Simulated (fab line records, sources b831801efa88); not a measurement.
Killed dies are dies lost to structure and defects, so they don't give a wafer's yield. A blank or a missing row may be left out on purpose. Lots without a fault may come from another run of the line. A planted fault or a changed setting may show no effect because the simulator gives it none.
Problem report in the 8D (eight disciplines) form, filled by code | flow sky130 | the parts of the form that need people (team, actions taken, sign-off) are left out

1. THE PROBLEM
SONOS_ONO_OXIDATION_THK at SKY_SONOS_ONO_THK_MEAS_01 reads a mean of 2.91 nm on 9 wafers of 3 lots; wafers without a fault read 2.59 nm with a standard deviation of 0.059. That is +5.5 standard deviations from the usual mean.
First seen on wafer L401.2, day 17 05:34, on film_metro-04. The record holds 39 wafers of 13 lots with a number at this step. Rule for "out", or "out of limits": more than 4 standard deviations from the usual mean. The other wafers with a number count as sound.

2. WHAT IT IS AND WHAT IT IS NOT
question                    | is                                          | is not
which readings at this step | SONOS_ONO_OXIDATION_THK                     | -
which lots                  | L401, L402, L403                            | L384, L385, L387, L388, L389, L394, L395, L400, L404, L405
which wafers of those lots  | all that have a number                      | -
read on which gauges        | film_metro-02, film_metro-03, film_metro-04 | -
when                        | from day 17 05:34                           | up to then (24 sound wafers); but 6 sound wafers of L404, L405 came after

3. SUSPECTS, AND WHAT RULES EACH OUT
Counting: a tool at a process step up to the reading stays a suspect if it ran every lot that is out and no sound lot after the first of them.
- the gauge at SKY_SONOS_ONO_THK_MEAS_01: ruled out. The wafers that are out were read on 3 gauges (film_metro-02, film_metro-03, film_metro-04).
- furnace-02 at SKY_SONOS_ONO_OXIDATION_00 (stabilise 600 s, purge 300 s, target thk 2.6 nm): kept. It ran every lot that is out, first L401 (day 17 04:13), and no sound lot after that; its last sound lot up to then is L400 (day 16 10:15).
Left after counting: furnace-02 at SKY_SONOS_ONO_OXIDATION_00.

4. THE CAUSE (what the simulator had put in)
Process parameter drift: furnace-02, from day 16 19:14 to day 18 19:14, at SKY_SONOS_ONO_OXIDATION_00. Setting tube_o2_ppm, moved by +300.
Counting left only this tool.

5. THE CHAIN OF EFFECTS, in route order
Each row: a reading whose mean over the struck wafers that have a number lies more than 3 standard deviations from the usual. Only readings for which the record gives a usual standard deviation are gone through. hours: the time from each lot's start at the first step in this table that gives one to its start at this step, as a median over the lots. sigmas: the change in usual standard deviations.
hours | step                      | reading                 | usual   | on struck wafers | change | sigmas
0     | SKY_SONOS_ONO_THK_MEAS_01 | SONOS_ONO_OXIDATION_THK | 2.59 nm | 2.91             | +0.32  | +5.5
Later measuring or inspecting steps at which every struck wafer that the step has a row for has a number for every such reading, and none has moved that far: SKY_GATE_OXIDE_OVL_MEAS_10.

6. WHAT WOULD HAVE CAUGHT IT SOONER
In this record the first reading out of limits at a measuring or inspecting step was taken at day 17 05:34, 10 hours after the fault began at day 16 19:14.
Of the lots that are out (3), L402, L403 began SKY_SONOS_ONO_OXIDATION_00 on furnace-02 after day 17 05:34. A hold on the tool at that time would have spared those 2.
